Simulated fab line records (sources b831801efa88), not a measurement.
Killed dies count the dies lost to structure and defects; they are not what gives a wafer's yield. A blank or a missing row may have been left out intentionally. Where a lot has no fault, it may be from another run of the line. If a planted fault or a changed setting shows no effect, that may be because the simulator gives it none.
Problem report in the 8D (eight disciplines) form, filled by code || flow sky130 || the parts of the form that need people (team, actions taken, sign-off) are left out

== 1. WHAT IS WRONG ==
At SKY_VIA3_SOFTBAKE_08, heater-power-total-W averages 61.88 W over 6 wafers from 2 lots, while fault-free wafers read 57.36 W, standard deviation 0.11. That is +41 standard deviations from the usual mean.
The step: time 90 s.
First seen on wafer L676.1, day 40 20:00, on litho-track-03. At this step, 18 wafers from 6 lots have a number in the record. Rule for "out", or "out of limits": more than 4 standard deviations from the usual mean. The rest of the wafers with a number are treated as sound.

== 2. WHAT IT IS AND WHAT IT IS NOT ==
{"question": "which readings at this step", "is": "heater-power-total-W, plate-temp-C", "is not": "-"}
{"question": "which lots", "is": "L676, L680", "is not": "L673, L688, L691, L692"}
{"question": "which wafers of those lots", "is": "all that have a number", "is not": "-"}
{"question": "read on which tools", "is": "litho-track-03", "is not": "litho-track-04"}
{"question": "when", "is": "from day 40 20:00", "is not": "up to then (3 sound wafers); but 9 sound wafers of L688, L691, L692 came after"}

== 3. SUSPECTS, AND WHAT RULES EACH OUT ==
Counting: any tool at a process step up to the reading is kept as a suspect provided that every lot that is out went through it and no sound lot did after the first of them.
- litho-track-03 at SKY_VIA3_SOFTBAKE_08 (time 90 s): kept. Every lot that is out went through it, starting with L676 (day 40 20:00), and after that it ran no sound lot; the last sound lot it ran before then is L673 (day 40 06:00). Out on those wafers are its own readings of heater-power-total-W, plate-temp-C.
After counting, what remains is litho-track-03 at SKY_VIA3_SOFTBAKE_08.

== 4. THE CAUSE (what the simulator had put in) ==
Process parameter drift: litho-track-03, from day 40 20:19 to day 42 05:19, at SKY_VIA3_SOFTBAKE_08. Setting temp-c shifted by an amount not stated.
Only this tool survived the counting.

== 5. THE CHAIN OF EFFECTS, in route order ==
Each row: a reading where the mean over the struck wafers with a number is more than 3 standard deviations away from the usual. Only readings for which the record gives a usual standard deviation are gone through. hours: the time from each lot's start at the first step in this table that gives one to its start at this step, as a median over the lots. sigmas: the change in usual standard deviations.
{"hours": 0, "step": "SKY_VIA3_SOFTBAKE_08", "reading": "heater-power-total-W", "usual": "57.36 W", "on struck wafers": 61.88, "change": "+4.52", "sigmas": "+41"}
{"hours": 0, "step": "SKY_VIA3_SOFTBAKE_08", "reading": "plate-temp-C", "usual": "100.01 C", "on struck wafers": 105.50, "change": "+5.49", "sigmas": "+39"}
Process steps it contains:
- SKY_VIA3_SOFTBAKE_08: time 90 s.
Later steps that measure or inspect, where all struck wafers having a row at the step show a number for every such reading and not one has moved that far: SKY_VIA3_CD_MEAS_12, SKY_VIA3_OVL_MEAS_13.

== 6. HOW IT WOULD HAVE BEEN CAUGHT EARLIER ==
In this record the first reading out of limits was taken at day 40 20:00.
